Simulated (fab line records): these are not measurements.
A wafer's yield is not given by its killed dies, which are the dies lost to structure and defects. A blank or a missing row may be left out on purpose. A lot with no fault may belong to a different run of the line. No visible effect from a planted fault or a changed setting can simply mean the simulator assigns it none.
Split-lot experiment | flow sfqLine | on a route of 325 steps: 5 lots, 23 wafers read

== THE SPLIT ITSELF ==
At SFQ_TRILAYER_M8_DEP_EVAP_197 (material Ti, target thk 20 nm, time 100 s), the setting timeS was moved away from the recipe's 100 s on 7 of the 23 wafers read, by -8.5% to +13.0%. For the rest of the wafers, this setting stayed at what the recipe calls for.

The split's own step is where the reading is taken.

== THE READING ==
Ti_of_TRILAYER_M8_DEP_EVAP_197.thkNm (the simulator's own value, which no gauge read), in nm, at SFQ_TRILAYER_M8_DEP_EVAP_197 (material Ti, target thk 20 nm, time 100 s). The file gives no usual value for it. Average 20.20 nm, standard deviation 0.21 nm, over the 16 wafers here run with the recipe.

wafer  | tool, chamber at the split | timeS as run, s | against the recipe | Ti_of_TRILAYER_M8_DEP_EVAP_197.thkNm, nm | against lot-mates on the recipe
L075.1 | pvdSputter-02, -           | 100             | recipe             | 19.99                                    | -
L075.5 | pvdSputter-02, -           | 100             | recipe             | 19.99                                    | -
L075.3 | pvdSputter-02, -           | 113             | +13.0%             | 22.67                                    | +2.51
L075.4 | pvdSputter-02, -           | 113             | +13.0%             | 22.77                                    | +2.61
L075.6 | pvdSputter-02, -           | 100             | recipe             | 20.49                                    | -
L077.1 | pvdSputter-02, -           | 104.2           | +4.2%              | 20.8                                     | +0.38
L077.2 | pvdSputter-02, -           | 100             | recipe             | 20.63                                    | -
L077.3 | pvdSputter-02, -           | 104.2           | +4.2%              | 20.93                                    | +0.51
L077.4 | pvdSputter-02, -           | 104.2           | +4.2%              | 20.89                                    | +0.47
L077.5 | pvdSputter-02, -           | 100             | recipe             | 20.21                                    | -
L078.1 | pvdSputter-01, -           | 100             | recipe             | 20.11                                    | -
L078.3 | pvdSputter-01, -           | 100             | recipe             | 20.42                                    | -
L078.4 | pvdSputter-01, -           | 100             | recipe             | 19.83                                    | -
L078.5 | pvdSputter-01, -           | 100             | recipe             | 20.13                                    | -
L078.6 | pvdSputter-01, -           | 100             | recipe             | 19.98                                    | -
L079.1 | pvdSputter-02, -           | 100             | recipe             | 20.04                                    | -
L079.2 | pvdSputter-02, -           | 100             | recipe             | 20.21                                    | -
L079.3 | pvdSputter-02, -           | 91.51           | -8.5%              | 18.06                                    | -2.16
L079.4 | pvdSputter-02, -           | 91.51           | -8.5%              | 18.02                                    | -2.20
L079.5 | pvdSputter-02, -           | 100             | recipe             | 20.4                                     | -
L082.1 | pvdSputter-01, -           | 100             | recipe             | 20.28                                    | -
L082.2 | pvdSputter-01, -           | 100             | recipe             | 20.31                                    | -
L082.4 | pvdSputter-01, -           | 100             | recipe             | 20.26                                    | -

THE FIT
A straight line over all 23 wafers: Ti_of_TRILAYER_M8_DEP_EVAP_197.thkNm changes by +0.21 nm for each +1% of timeS; r = +0.98; the points scatter about the line by 0.23 nm.
The same after taking each lot's own level away (the mean of its wafers on the recipe; 23 wafers): +0.208 nm for each +1%; r = +0.97; scatter 0.24 nm.
According to that fit, moving timeS by its largest amount changes the reading by 2.7 nm.
Across the lots, their own levels run from 20.094 to 20.420 nm, a range of 1.6 times the standard deviation given above.
The two slopes are in agreement: the lot-to-lot level therefore moves the slope only a little.
Check: +2.65 nm against its lot-mates is what the line predicts for one of the wafers moved furthest among these (+13.0%) when that wafer is left out of the fit. Against them it came out at +2.51 nm.

== FILE'S OWN FIT ==
Ti_of_TRILAYER_M8_DEP_EVAP_197.thkNm changes by +0.208 nm for each +1% of timeS, r = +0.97.
